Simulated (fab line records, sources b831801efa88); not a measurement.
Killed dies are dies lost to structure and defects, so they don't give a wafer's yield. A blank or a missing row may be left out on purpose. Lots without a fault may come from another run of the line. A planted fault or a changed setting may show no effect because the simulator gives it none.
A struck lot beside a sound one | flow sky130 | 18 steps out of a route of 708
Sound: wafers L701.2, L701.5, L701.6. Struck: wafer L711.5. (L711.4, L711.6 of the same lot were not struck and are left out.) The cause comes at the end.
At each step with rows: each side's tool, then ch and its chambers, then its first start. Under that, the readings that differ: sound wafers | struck wafers | difference of the means | sigmas: that difference in standard deviations of wafers without a fault.
alike: readings whose means differ by less than 2 such deviations, and words and numbers that are the same on both sides. not compared: withheld readings, readings that some wafer has no value for, bounds like >300 that may hide the same value, and numbers for which the record gives no deviation and whose values overlap.
The two part at a step that has a row with sigmas, a row that says differs or no value, or rows on one side only. Numbers that don't overlap but have no deviation are shown without sigmas and don't part them. A reading that every wafer of one side lacks parts them only if that side has two wafers or more.

SKY_FIELD_ISO_THK_MEAS_02:
  sound on film_metro-03, day 2 18:41; struck on film_metro-02, day 4 19:40
  alike: FIELD_ISO_OXIDATION_00_THK
then, 1 step without rows for these wafers: SKY_FIELD_ISO_CVD_03 (deposits Si3N4 from DCS/NH3, target thk 165 nm, time 2830 s).
SKY_FIELD_ISO_THK_MEAS_04:
  sound on film_metro-02, day 2 20:32; struck on film_metro-02, day 4 21:31
  alike: FIELD_ISO_CVD_03_THK
then, 8 steps without rows for these wafers: SKY_FIELD_ISO_DEHYDRATE_05 (time 60 s); SKY_FIELD_ISO_HMDS_06 (prime time 60 s); SKY_FIELD_ISO_COAT_07 (resist thk 60 nm); SKY_FIELD_ISO_COAT_08 (resist thk 450 nm); SKY_FIELD_ISO_SOFTBAKE_09 (time 90 s); SKY_FIELD_ISO_EXPOSE_10 (exposes mask FOM, target cd 150 nm); SKY_FIELD_ISO_PEB_11; SKY_FIELD_ISO_DEVELOP_12 (develop time 60 s).
SKY_FIELD_ISO_CD_MEAS_13: target cd 150 nm.
  sound on cd_sem-02, day 3 12:22; struck on cd_sem-01, day 5 16:04
  reading    | sound             | struck | difference | sigmas
  cd_nm (nm) | 151.3 151.6 152.0 | 148.3  | -3.3       | -3
SKY_FIELD_ISO_ETCH_14: etches BARC in N2/H2, stops on SiO2, time 45.9 s, target depth 60 nm.
  sound on rie_diel-02 ch 0,3, day 3 12:28; struck on rie_diel-02 ch 2, day 5 16:08
  reading                                          | sound             | struck | difference | sigmas
  oes_product_au (a.u.)                            | 0.856 0.868 0.861 | 0.828  | -0.034     | -7
  model.KrF-thick_of_FIELD_ISO_COAT_08.thk_nm (nm) | 392 392.5 394.5   | 402.9  | +9.9       |
  model.etch.depth_nm (nm)                         | 60.05 60.22 60.33 | 56.26  | -3.94      |
  model.FIELD_ISO.cd_nm (nm)                       | 151.6 151.7 152   | 150.6  | -1.2       |
  alike: drypump_motor_current_A, throttle_valve_pct
  not compared: rf_hours_counter_h
SKY_FIELD_ISO_ETCH_15: etches the open film in CHF3/O2, stops on Si, target depth 180 nm, time 72 s.
  sound on rie_diel-02 ch 0,3, day 3 12:30; struck on rie_diel-02 ch 2, day 5 16:10
  reading                                          | sound             | struck | difference | sigmas
  oes_product_au (a.u.)                            | 0.949 0.954 0.936 | 0.910  | -0.036     | -4
  throttle_valve_pct (%)                           | 8.841 8.829 8.854 | 8.821  | -0.020     | -2
  model.KrF-thick_of_FIELD_ISO_COAT_08.thk_nm (nm) | 234.7 235.7 239.9 | 246.8  | +10.0      |
  alike: drypump_motor_current_A
  not compared: rf_hours_counter_h
SKY_FIELD_ISO_STRIP_16: strips in O2/N2.
  sound on plasma_asher-03 ch 0,1, day 3 12:34; struck on plasma_asher-01 ch 0, day 5 16:16
  reading                      | sound             | struck | difference | sigmas
  strip_time_to_endpoint_s (s) | 3.535 3.543 3.584 | 3.669  | +0.115     | +4
  alike: drypump_motor_current_A, oes_product_au
  not compared: rf_hours_counter_h
SKY_FIELD_ISO_ETCH_17: etches Si in HBr/Cl2/O2, target depth 342 nm, time 97.7 s.
  sound on rie_si-02 ch 0,2, day 3 12:40; struck on rie_si-01 ch 1, day 5 16:20
  reading                    | sound                | struck | difference | sigmas
  throttle_valve_pct (%)     | 25.672 25.642 25.632 | 25.676 | +0.027     | +3
  model.FIELD_ISO.cd_nm (nm) | 151 151.6 151.9      | 150.8  | -0.7       |
  alike: drypump_motor_current_A, he_backside_leak_sccm, oes_product_au
  not compared: rf_hours_counter_h
then, 1 step without rows for these wafers: SKY_FIELD_ISO_WET_ETCH_18 (etches Si3N4 in H3PO4, target depth 25 nm, time 286 s).
-- the record jumps here: 45 days lie between the struck wafers' starts before and after (it left off in module FIELD_ISO and takes up again in module PAD_OPEN, whose first step shown is number 708 of the route) --
SKY_PAD_OPEN_PROBE_99:
  sound on prober-02, day 48 03:37; struck on prober-02, day 50 14:59
  reading             | sound    | struck | difference | sigmas
  killed_at_front_end | 19 11 21 | 28     | +11        | +2
  alike: killed_at_M0_to_M3, killed_at_M4_up, killed_at_contacts, killed_dies, killed_on_rim, killed_open, killed_short

WHERE THEY PART
First at SKY_FIELD_ISO_CD_MEAS_13; last, within this record, at SKY_PAD_OPEN_PROBE_99.

WHY: what the simulator had put in
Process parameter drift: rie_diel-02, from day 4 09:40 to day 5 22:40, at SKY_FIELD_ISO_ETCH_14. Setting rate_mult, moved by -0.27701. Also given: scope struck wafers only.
